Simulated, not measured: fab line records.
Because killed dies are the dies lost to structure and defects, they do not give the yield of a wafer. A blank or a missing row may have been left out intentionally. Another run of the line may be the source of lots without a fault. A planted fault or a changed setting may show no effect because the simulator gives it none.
Split-lot experiment || flow gf180mcu || on a route of 602 steps: 5 lots, 23 wafers read

ON THE SPLIT
At GF_V4_CVD_00 (deposits SiO2, target thk 600 nm, time 100 s), the setting sih4-flow-sccm was moved away from the recipe's 60 sccm on 11 of the 23 wafers read, by -13.2% to +12.5%. All remaining wafers had this setting at the recipe value.

Split to reading: the file shows no intervening step.

THE READING
V4_CVD_00_THK at GF_V4_THK_MEAS_01, in nm. On this fab line, fault-free wafers typically give 599 nm with a standard deviation of 5 nm.

{"wafer": "L074.1", "tool, chamber at the split": "hdpcvd-02, 1", "sih4-flow-sccm as run, sccm": 66.13, "against the recipe": "+10.2%", "V4_CVD_00_THK, nm": 655, "against lot-mates on the recipe": "+64"}
{"wafer": "L074.2", "tool, chamber at the split": "hdpcvd-02, 2", "sih4-flow-sccm as run, sccm": 66.13, "against the recipe": "+10.2%", "V4_CVD_00_THK, nm": 653, "against lot-mates on the recipe": "+62"}
{"wafer": "L074.3", "tool, chamber at the split": "hdpcvd-02, 2", "sih4-flow-sccm as run, sccm": 60, "against the recipe": "recipe", "V4_CVD_00_THK, nm": 595, "against lot-mates on the recipe": "-"}
{"wafer": "L074.4", "tool, chamber at the split": "hdpcvd-02, 1", "sih4-flow-sccm as run, sccm": 60, "against the recipe": "recipe", "V4_CVD_00_THK, nm": 588, "against lot-mates on the recipe": "-"}
{"wafer": "L074.5", "tool, chamber at the split": "hdpcvd-02, 1", "sih4-flow-sccm as run, sccm": 66.13, "against the recipe": "+10.2%", "V4_CVD_00_THK, nm": 653, "against lot-mates on the recipe": "+62"}
{"wafer": "L076.1", "tool, chamber at the split": "hdpcvd-02, 1", "sih4-flow-sccm as run, sccm": 67.52, "against the recipe": "+12.5%", "V4_CVD_00_THK, nm": 677, "against lot-mates on the recipe": "+81"}
{"wafer": "L076.3", "tool, chamber at the split": "hdpcvd-02, 2", "sih4-flow-sccm as run, sccm": 60, "against the recipe": "recipe", "V4_CVD_00_THK, nm": 594, "against lot-mates on the recipe": "-"}
{"wafer": "L076.4", "tool, chamber at the split": "hdpcvd-02, 0", "sih4-flow-sccm as run, sccm": 67.52, "against the recipe": "+12.5%", "V4_CVD_00_THK, nm": 669, "against lot-mates on the recipe": "+73"}
{"wafer": "L076.5", "tool, chamber at the split": "hdpcvd-02, 2", "sih4-flow-sccm as run, sccm": 60, "against the recipe": "recipe", "V4_CVD_00_THK, nm": 598, "against lot-mates on the recipe": "-"}
{"wafer": "L076.6", "tool, chamber at the split": "hdpcvd-02, 1", "sih4-flow-sccm as run, sccm": 60, "against the recipe": "recipe", "V4_CVD_00_THK, nm": 597, "against lot-mates on the recipe": "-"}
{"wafer": "L079.1", "tool, chamber at the split": "hdpcvd-01, 0", "sih4-flow-sccm as run, sccm": 60, "against the recipe": "recipe", "V4_CVD_00_THK, nm": 602, "against lot-mates on the recipe": "-"}
{"wafer": "L079.4", "tool, chamber at the split": "hdpcvd-01, 1", "sih4-flow-sccm as run, sccm": 60, "against the recipe": "recipe", "V4_CVD_00_THK, nm": 609, "against lot-mates on the recipe": "-"}
{"wafer": "L079.5", "tool, chamber at the split": "hdpcvd-01, 2", "sih4-flow-sccm as run, sccm": 60, "against the recipe": "recipe", "V4_CVD_00_THK, nm": 600, "against lot-mates on the recipe": "-"}
{"wafer": "L080.1", "tool, chamber at the split": "hdpcvd-01, 1", "sih4-flow-sccm as run, sccm": 54.37, "against the recipe": "-9.4%", "V4_CVD_00_THK, nm": 548, "against lot-mates on the recipe": -52}
{"wafer": "L080.2", "tool, chamber at the split": "hdpcvd-01, 0", "sih4-flow-sccm as run, sccm": 60, "against the recipe": "recipe", "V4_CVD_00_THK, nm": 598, "against lot-mates on the recipe": "-"}
{"wafer": "L080.3", "tool, chamber at the split": "hdpcvd-01, 2", "sih4-flow-sccm as run, sccm": 54.37, "against the recipe": "-9.4%", "V4_CVD_00_THK, nm": 534, "against lot-mates on the recipe": -66}
{"wafer": "L080.5", "tool, chamber at the split": "hdpcvd-01, 0", "sih4-flow-sccm as run, sccm": 54.37, "against the recipe": "-9.4%", "V4_CVD_00_THK, nm": 538, "against lot-mates on the recipe": -62}
{"wafer": "L080.6", "tool, chamber at the split": "hdpcvd-01, 1", "sih4-flow-sccm as run, sccm": 60, "against the recipe": "recipe", "V4_CVD_00_THK, nm": 601, "against lot-mates on the recipe": "-"}
{"wafer": "L083.2", "tool, chamber at the split": "hdpcvd-01, 0", "sih4-flow-sccm as run, sccm": 52.11, "against the recipe": "-13.2%", "V4_CVD_00_THK, nm": 522, "against lot-mates on the recipe": -80}
{"wafer": "L083.3", "tool, chamber at the split": "hdpcvd-01, 1", "sih4-flow-sccm as run, sccm": 60, "against the recipe": "recipe", "V4_CVD_00_THK, nm": 605, "against lot-mates on the recipe": "-"}
{"wafer": "L083.4", "tool, chamber at the split": "hdpcvd-01, 2", "sih4-flow-sccm as run, sccm": 52.11, "against the recipe": "-13.2%", "V4_CVD_00_THK, nm": 519, "against lot-mates on the recipe": -83}
{"wafer": "L083.5", "tool, chamber at the split": "hdpcvd-01, 1", "sih4-flow-sccm as run, sccm": 52.11, "against the recipe": "-13.2%", "V4_CVD_00_THK, nm": 524, "against lot-mates on the recipe": -78}
{"wafer": "L083.6", "tool, chamber at the split": "hdpcvd-01, 0", "sih4-flow-sccm as run, sccm": 60, "against the recipe": "recipe", "V4_CVD_00_THK, nm": 599, "against lot-mates on the recipe": "-"}

FIT RESULTS
A straight line over all 23 wafers: V4_CVD_00_THK changes by +5.83 nm for each +1% of sih4-flow-sccm; r = +0.99; the points scatter about the line by 5.2 nm.
The same after taking each lot's own level away (the mean of its wafers on the recipe; 23 wafers): +6.15 nm for each +1%; r = +1.00; scatter 3.5 nm.
That fit puts the effect of the largest move of sih4-flow-sccm on the reading at 81 nm.
The span of the lots' own levels, 591.5 to 603.7 nm, comes to 2.4 times the standard deviation stated above.
The two slopes are in agreement: the lot-to-lot level therefore moves the slope only a little.
Check: for one of the wafers moved furthest among these (-13.2%), held out of the fit, the line's prediction against its lot-mates is -81.3 nm. Against them it came out at -80 nm.

ADDITIONAL SPLITS CARRIED BY THESE WAFERS
Before the reading, these wafers also passed through other splits. Each is held against what the fit with the lots' levels taken away leaves over:
{"other split on the same wafers": "GF_M4_PEB_12 peb-temp-c", "wafers away from the commonest value": 11, "r with V4_CVD_00_THK (lot level and that fit taken away)": "+0.12"}

THE WHOLE CHAIN: every reading that the file lists as answering this split, in the file's order
{"step": "GF_V4_CVD_00", "what it does": "deposits SiO2, target thk 600 nm, time 100 s", "reading": "SiO2_of_V4_CVD_00.thk-nm (the simulator's own value, which no gauge read)", "change (the file's fit)": "+6.17 nm for each +1% of the setting", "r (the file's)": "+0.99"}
{"step": "GF_V4_THK_MEAS_01", "what it does": "", "reading": "V4_CVD_00_THK", "change (the file's fit)": "+6.13 for each +1% of the setting", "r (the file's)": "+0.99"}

FILE'S OWN FIT
V4_CVD_00_THK changes by +6.13 nm for each +1% of sih4-flow-sccm, r = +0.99.
